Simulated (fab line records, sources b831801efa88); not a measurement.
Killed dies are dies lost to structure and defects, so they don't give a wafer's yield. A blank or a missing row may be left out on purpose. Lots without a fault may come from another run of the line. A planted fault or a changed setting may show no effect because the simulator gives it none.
A struck lot beside a sound one | flow gf180mcu | 14 steps out of a route of 602
Sound: wafers L442.1, L442.4, L442.6. Struck: wafers L448.1, L448.4, L448.5. The cause comes at the end.
At each step with rows: each side's tool, then ch and its chambers, then its first start. Under that, the readings that differ: sound wafers | struck wafers | difference of the means | sigmas: that difference in standard deviations of wafers without a fault.
alike: readings whose means differ by less than 2 such deviations, and words and numbers that are the same on both sides. not compared: withheld readings, readings that some wafer has no value for, bounds like >300 that may hide the same value, and numbers for which the record gives no deviation and whose values overlap.
The two part at a step that has a row with sigmas, a row that says differs or no value, or rows on one side only. Numbers that don't overlap but have no deviation are shown without sigmas and don't part them. A reading that every wafer of one side lacks parts them only if that side has two wafers or more.

GF_V1_THK_MEAS_01:
  sound on film_metro-03, day 20 02:41; struck on film_metro-01, day 22 12:50
  alike: V1_CVD_00_THK
GF_V1_CVD_02: deposits SiO2 from TEOS, target thk 850 nm, time 94.851 s.
  sound on pecvd-04 ch 0,2, day 20 02:44; struck on pecvd-04 ch 0,1,2, day 22 12:54
  alike: heater_power_w
GF_V1_THK_MEAS_03:
  sound on film_metro-03, day 20 02:49; struck on film_metro-02, day 22 12:58
  alike: V1_CVD_02_THK
GF_V1_CMP_04: polishes SiO2.
  sound on cmp-02 ch 0,2,3, day 20 02:52; struck on cmp-01 ch 0,1,3, day 22 13:05
  alike: motor_current_A, time_to_endpoint_s
GF_V1_BOW_MEAS_05:
  sound on film_metro-01, day 20 03:10; struck on film_metro-02, day 22 13:20
  alike: V1_BOW
then, 7 steps without rows for these wafers: GF_V1_DEHYDRATE_06 (time 60 s); GF_V1_HMDS_07 (prime time 60 s); GF_V1_COAT_08; GF_V1_COAT_09 (resist thk 1000 nm); GF_V1_SOFTBAKE_10 (time 58.15 s); GF_V1_EXPOSE_11 (exposes mask Via1, target cd 260 nm); GF_V1_PEB_12 (peb time 90 s).
GF_V1_DEVELOP_13: develop time 60 s.
  sound on litho_track-02 ch 0, day 21 03:14; struck on litho_track-01, day 23 11:41
  no value came back on the struck wafers for chill_plate_temp_C (C), develop_time_s (s); on the sound wafers chill_plate_temp_C (C) reads 23.20 23.16 23.14
  reading                             | sound             | struck            | difference | sigmas
  model.KrF_of_V1_COAT_09.thk_nm (nm) | 983.5 981.7 984.4 | 996.4 998.5 997.4 | +14.2      |
GF_V1_CD_MEAS_14: target cd 260 nm.
  sound on cd_sem-02, day 21 03:29; struck on cd_sem-01, day 23 11:50
  reading    | sound             | struck | difference                    | sigmas
  cd_nm (nm) | 260.5 260.7 261.4 | - - -  | no value on the struck wafers |

WHERE THEY PART
First at GF_V1_DEVELOP_13; last, within this record, at GF_V1_CD_MEAS_14.

WHY: what the simulator had put in
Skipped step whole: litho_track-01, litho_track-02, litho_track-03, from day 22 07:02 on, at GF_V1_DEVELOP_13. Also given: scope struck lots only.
